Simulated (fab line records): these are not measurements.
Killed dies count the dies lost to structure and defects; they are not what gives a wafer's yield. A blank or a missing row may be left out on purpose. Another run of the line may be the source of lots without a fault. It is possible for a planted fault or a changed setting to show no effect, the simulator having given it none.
Chamber matching || flow sky130 || SKY_VIA4_CMP_02 on cmp-01: 4 sister chambers
The step polishes SiO2. 16 wafers are shown with their chamber, then 8 later ones without.

== WAFERS WITH THEIR CHAMBER ==
{"wafer": "L756.2", "chamber": 0, "motorCurrentA (A)": 13.0, "edgeZonePressureFrac": 0.998}
{"wafer": "L756.3", "chamber": 2, "motorCurrentA (A)": 9.4, "edgeZonePressureFrac": 0.992}
{"wafer": "L756.6", "chamber": 3, "motorCurrentA (A)": 12.7, "edgeZonePressureFrac": 1.007}
{"wafer": "L755.1", "chamber": 2, "motorCurrentA (A)": 9.9, "edgeZonePressureFrac": 0.996}
{"wafer": "L755.2", "chamber": 1, "motorCurrentA (A)": 12.3, "edgeZonePressureFrac": 0.998}
{"wafer": "L755.5", "chamber": 1, "motorCurrentA (A)": 12.2, "edgeZonePressureFrac": 0.999}
{"wafer": "L757.1", "chamber": 1, "motorCurrentA (A)": 12.0, "edgeZonePressureFrac": 0.997}
{"wafer": "L757.2", "chamber": 3, "motorCurrentA (A)": 13.0, "edgeZonePressureFrac": 1.000}
{"wafer": "L757.6", "chamber": 0, "motorCurrentA (A)": 12.7, "edgeZonePressureFrac": 0.990}
{"wafer": "L761.3", "chamber": 1, "motorCurrentA (A)": 11.7, "edgeZonePressureFrac": 0.997}
{"wafer": "L761.4", "chamber": 2, "motorCurrentA (A)": 9.7, "edgeZonePressureFrac": 1.003}
{"wafer": "L761.5", "chamber": 0, "motorCurrentA (A)": 12.7, "edgeZonePressureFrac": 0.989}
{"wafer": "L764.1", "chamber": 1, "motorCurrentA (A)": 12.1, "edgeZonePressureFrac": 1.008}
{"wafer": "L764.2", "chamber": 3, "motorCurrentA (A)": 13.0, "edgeZonePressureFrac": 1.003}
{"wafer": "L764.6", "chamber": 3, "motorCurrentA (A)": 13.0, "edgeZonePressureFrac": 0.996}
{"wafer": "L769.1", "chamber": 0, "motorCurrentA (A)": 12.4, "edgeZonePressureFrac": 1.008}

SIGNATURES (averages over the wafers above)
{"reading": "motorCurrentA", "chamber 0": 12.700, "chamber 1": 12.060, "chamber 2": 9.667, "chamber 3": 12.925, "scatter within a chamber": 0.221}
{"reading": "edgeZonePressureFrac", "chamber 0": 0.99625, "chamber 1": 0.99980, "chamber 2": 0.99700, "chamber 3": 1.00150, "scatter within a chamber": 0.0061}
Rule: distance of a wafer from a chamber = root of the sum over the readings of ((wafer's reading minus chamber's mean) / reading's scatter) squared. If the next closest chamber is less than 2 further off than the closest, the wafer can't be placed; otherwise it belongs to the closest. The scatter is the square root of a quotient: the sum, over the shown wafers, of each reading's squared deviation from its chamber's mean, divided by wafers minus chambers.

== WAFERS MISSING THEIR CHAMBER ==
{"wafer": "L769.3", "motorCurrentA (A)": 9.7, "edgeZonePressureFrac": 0.993}
{"wafer": "L769.5", "motorCurrentA (A)": 13.3, "edgeZonePressureFrac": 1.004}
{"wafer": "L771.3", "motorCurrentA (A)": 13.2, "edgeZonePressureFrac": 1.002}
{"wafer": "L771.4", "motorCurrentA (A)": 11.8, "edgeZonePressureFrac": 0.995}
{"wafer": "L771.5", "motorCurrentA (A)": 12.1, "edgeZonePressureFrac": 0.994}
{"wafer": "L778.1", "motorCurrentA (A)": 11.1, "edgeZonePressureFrac": 0.992}
{"wafer": "L778.2", "motorCurrentA (A)": 12.3, "edgeZonePressureFrac": 1.001}
{"wafer": "L778.3", "motorCurrentA (A)": 9.3, "edgeZonePressureFrac": 1.004}

== EACH ONE'S CHAMBER ==
{"wafer": "L769.3", "from the rows above": 2, "in truth": 2}
{"wafer": "L769.5", "from the rows above": "can't be placed: 3 or 0", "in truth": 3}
{"wafer": "L771.3", "from the rows above": "can't be placed: 3 or 0", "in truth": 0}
{"wafer": "L771.4", "from the rows above": 1, "in truth": 1}
{"wafer": "L771.5", "from the rows above": "can't be placed: 1 or 0", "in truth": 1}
{"wafer": "L778.1", "from the rows above": 1, "in truth": 1}
{"wafer": "L778.2", "from the rows above": "can't be placed: 1 or 0 or 3", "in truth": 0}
{"wafer": "L778.3", "from the rows above": 2, "in truth": 2}
Placed correctly: 4 of 8. Can't be placed from these rows: 4 (the true chamber is among the candidates in 4). Placed wrongly: 0.
